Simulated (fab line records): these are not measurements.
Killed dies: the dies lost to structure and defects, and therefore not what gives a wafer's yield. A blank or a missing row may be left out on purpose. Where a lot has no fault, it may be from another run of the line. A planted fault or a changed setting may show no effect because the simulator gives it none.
Which tool was responsible? :: flow gf180mcu :: 6 lots, 18 wafers sampled, at 2 steps of a route of 602

## WHAT EACH GAUGE READ, for each wafer
GF_HV_LDD_TW_MEAS_50.
lot: L217
measured: day 13 00:21
on: film metro-02
HV_LDD_4_TW: 576 577 578

lot: L220
measured: day 14 11:11
on: film metro-01
HV_LDD_4_TW: 582 585 584

lot: L223
measured: day 15 03:16
on: film metro-03
HV_LDD_4_TW: 580 580 587

lot: L226
measured: day 16 07:38
on: film metro-01
HV_LDD_4_TW: 583 583 580

lot: L231
measured: day 17 22:51
on: film metro-02
HV_LDD_4_TW: 581 581 577

lot: L233
measured: day 18 14:53
on: film metro-01
HV_LDD_4_TW: 585 587 584

## WHICH TOOL RAN EACH LOT (tool, then ch and the chambers of the sampled wafers, then the start)
lot: L217
GF_HV_LDD_IMPLANT_48: implanter-02 ch 0, day 13 00:06

lot: L220
GF_HV_LDD_IMPLANT_48: implanter-01 ch 0, day 14 10:58

lot: L223
GF_HV_LDD_IMPLANT_48: implanter-02 ch 0, day 15 03:01

lot: L226
GF_HV_LDD_IMPLANT_48: implanter-02 ch 0, day 16 07:23

lot: L231
GF_HV_LDD_IMPLANT_48: implanter-01 ch 0, day 17 22:37

lot: L233
GF_HV_LDD_IMPLANT_48: implanter-01 ch 0, day 18 14:38
- GF_HV_LDD_IMPLANT_48

## THE ANSWER, worked out from the rows above alone
Rule: usual is defined by the lots themselves. Put in order of their means at a reading, lots are off if they are a third of the lots or fewer, leave a main group of 4 or more, and stand apart from it by a gap of 3 or more times the standard deviation of the main group's means; of several such gaps the widest counts. The tables above print the reading to a certain number of digits; a main group whose means all agree to those digits is not used. Also off: a lot with no number at a reading for which 4 or more lots have one. Any other lot the step has rows for is counted as sound.
Nothing can be told from this: no lot is off at any reading shown.

## WHAT HAD BEEN PUT IN BY THE SIMULATOR
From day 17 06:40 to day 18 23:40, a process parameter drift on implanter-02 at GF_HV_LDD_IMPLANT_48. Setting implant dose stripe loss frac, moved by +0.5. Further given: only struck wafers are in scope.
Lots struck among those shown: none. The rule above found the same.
